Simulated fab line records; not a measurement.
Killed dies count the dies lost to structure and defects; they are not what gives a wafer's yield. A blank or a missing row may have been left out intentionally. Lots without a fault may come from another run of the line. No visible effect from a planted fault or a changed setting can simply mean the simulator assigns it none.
2 desks, one fault / flow sky130 / what lay behind the numbers comes last; until then each desk has only its own

AT THE METROLOGY DESK
Lot by lot, what the gauges showed, no matter which tool ran the lot: averages of those sampled wafers that carry a number. If a lot's mean is further than 4 standard deviations from the usual mean, the lot is out of limits and carries the mark OUT (the distance appears in the brackets).
Columns: A = cd_nm at SKY_SD_P_CD_MEAS_07, usual 379.1 nm; B = SD_P_TW at SKY_SD_P_TW_MEAS_11, usual 2827; C = VIA2_HDPCVD_THK at SKY_VIA2_THK_MEAS_01, usual 1172 nm
lot=L867; first seen here=day 27 07:34; A=375.1; B=2792; C=1170
lot=L868; first seen here=day 27 12:17; A=376.2; B=2821; C=1167
lot=L870; first seen here=day 27 23:31; A=383.2; B=2798; C=1182
lot=L872; first seen here=day 28 04:01; A=378.7; B=2799; C=1175
lot=L875; first seen here=day 28 04:55; A=380.5; B=2798; C=1175
lot=L874; first seen here=day 28 05:01; A=377.1; B=2831; C=1166
lot=L873; first seen here=day 28 05:29; A=382.2; B=2877; C=1175
lot=L881; first seen here=day 34 11:47; A=377.3; B=2756; C=1172
lot=L885; first seen here=day 34 12:22; A=376.9; B=2870; C=1146
lot=L884; first seen here=day 34 14:32; A=377.2; B=2770; C=1180
lot=L883; first seen here=day 34 14:53; A=381.1; B=2873; C=1132
lot=L886; first seen here=day 34 16:23; A=380.2; B=2772; C=1176
Result from this desk: across the 12 lots, nothing is out of limits.

DESK OF THE TOOL OWNER: hdpcvd-01
The tool's own readings at SKY_VIA2_HDPCVD_00 (deposits SiO2, target thk 1180 nm, time 196.7 s): means of the sampled wafers that have a number, for each lot that ran on this tool. If a lot's mean is further than 4 standard deviations from the usual mean, the lot is out of limits and carries the mark OUT (the distance appears in the brackets).
Columns: A = run_length_s at SKY_VIA2_HDPCVD_00, usual 224.4 s; B = sih4_flow_sccm at SKY_VIA2_HDPCVD_00, usual 60.03 sccm
lot=L868; first seen here=day 37 04:23; A=224.3; B=59.97
lot=L870; first seen here=day 37 16:38; A=224.1; B=60.15
lot=L875; first seen here=day 37 20:46; A=224.2; B=59.91
lot=L873; first seen here=day 37 22:05; A=224.2; B=59.76
lot=L883; first seen here=day 43 20:41; A=218.9 (-13) OUT; B=59.97
lot=L885; first seen here=day 44 03:53; A=218.9 (-13) OUT; B=60.05
This desk finds L883, L885 out of limits, L883 being first, at day 43 20:41 (run_length_s at SKY_VIA2_HDPCVD_00). L868, L870, L875, L873 stayed within limits.

TAKEN TOGETHER
At day 43 20:41, on L883, L885, the tool owner's desk was in a position to raise an alarm.
Metrology desk: nothing out of limits seen.
The metrology desk has L883, L885 on record, within its limits.
The lots listed all ran SKY_VIA2_HDPCVD_00 on hdpcvd-01.

WHAT HAD BEEN PUT IN BY THE SIMULATOR
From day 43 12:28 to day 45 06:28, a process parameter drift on hdpcvd-01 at SKY_VIA2_HDPCVD_00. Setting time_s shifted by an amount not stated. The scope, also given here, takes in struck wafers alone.
Lots struck among those shown: L883, L885.
Hours from the fault's start to each desk's first reading out of limits: the tool owner's desk, 8.
